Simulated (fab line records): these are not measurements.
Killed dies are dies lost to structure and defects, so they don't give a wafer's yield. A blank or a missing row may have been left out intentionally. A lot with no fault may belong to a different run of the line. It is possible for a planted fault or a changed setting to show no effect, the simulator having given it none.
Code-filled problem report in 8D (eight disciplines) form    flow sky130    the parts of the form that need people (team, actions taken, sign-off) are left out

## 1. THE ISSUE
rf_fwd_power_W at SKY_METAL4_ETCH_17 reads a mean of 1229 W on 3 wafers of 2 lots; wafers without a fault read 1471 W with a standard deviation of 8.4. That puts it -29 standard deviations away from the usual mean.
The step: etches SiO2 in C4F8/O2/Ar, stops on TiN, time 3.9 s, target depth 15 nm.
First seen on wafer L197.1, day 46 15:12, on rie_diel-03. Wafers with a number at this step in the record: 18, from 6 lots. The rule behind "out" and "out of limits": a value lying over 4 standard deviations away from the usual mean. The rest of the wafers with a number are treated as sound.

## 2. WHAT IT IS AND WHAT IT IS NOT
question                     is                      is not
which readings at this step  rf_fwd_power_W          oes_product_au
which lots                   L197, L201              L183, L190, L192, L193
which wafers of those lots   L197.1, L201.4, L201.5  L197.3, L197.6, L201.6
read on which tools          rie_diel-03             rie_diel-01, rie_diel-02
when                         from day 46 15:12       up to then (14 sound wafers); but 1 sound wafer of L201 came after

## 3. THE SUSPECTS, EACH WITH WHAT RULES IT OUT
Counting: a tool at a process step up to the reading stays a suspect if it ran every lot that is out. Sound lots after the first of them don't rule it out here, since some wafers of a struck lot are sound.
- rie_diel-03 at SKY_METAL4_ETCH_17 (etches SiO2 in C4F8/O2/Ar, stops on TiN, time 3.9 s, target depth 15 nm): kept. Every lot that is out went through it, the first being L197 (day 46 15:12); the last sound lot it ran before that was L192 (day 45 09:20). Out on those wafers are its own readings of rf_fwd_power_W.
- At SKY_METAL4_ETCH_17, inside rie_diel-03: chamber 0 took the wafers that are out, while their sound lot-mates went through chambers 1, 2, 3.
Left after counting: rie_diel-03 at SKY_METAL4_ETCH_17.

## 4. THE CAUSE (what the simulator had put in)
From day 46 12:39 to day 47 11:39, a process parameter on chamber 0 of rie_diel-03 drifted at SKY_METAL4_ETCH_17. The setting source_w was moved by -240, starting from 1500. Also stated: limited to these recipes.
This tool alone remained once counting was done.

## 5. SEQUENCE OF EFFECTS, ordered by route
Each row: a reading whose mean over the struck wafers that have a number lies more than 3 standard deviations from the usual. Only readings whose record carries a usual standard deviation are examined. hours: median over the lots of the time between each lot's start at the first step of this table that gives one and its start at this step. sigmas: the change, counted in usual standard deviations.
hours  step                reading         usual   on struck wafers  change  sigmas
0      SKY_METAL4_ETCH_17  rf_fwd_power_W  1471 W  1229              -242    -29
It contains these process steps:
- SKY_METAL4_ETCH_17: etches SiO2 in C4F8/O2/Ar, stops on TiN, time 3.9 s, target depth 15 nm.

## 6. WHAT WOULD HAVE CAUGHT IT SOONER
In this record no reading fell out of limits until day 46 15:12, 3 hours after the fault had begun at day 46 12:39.
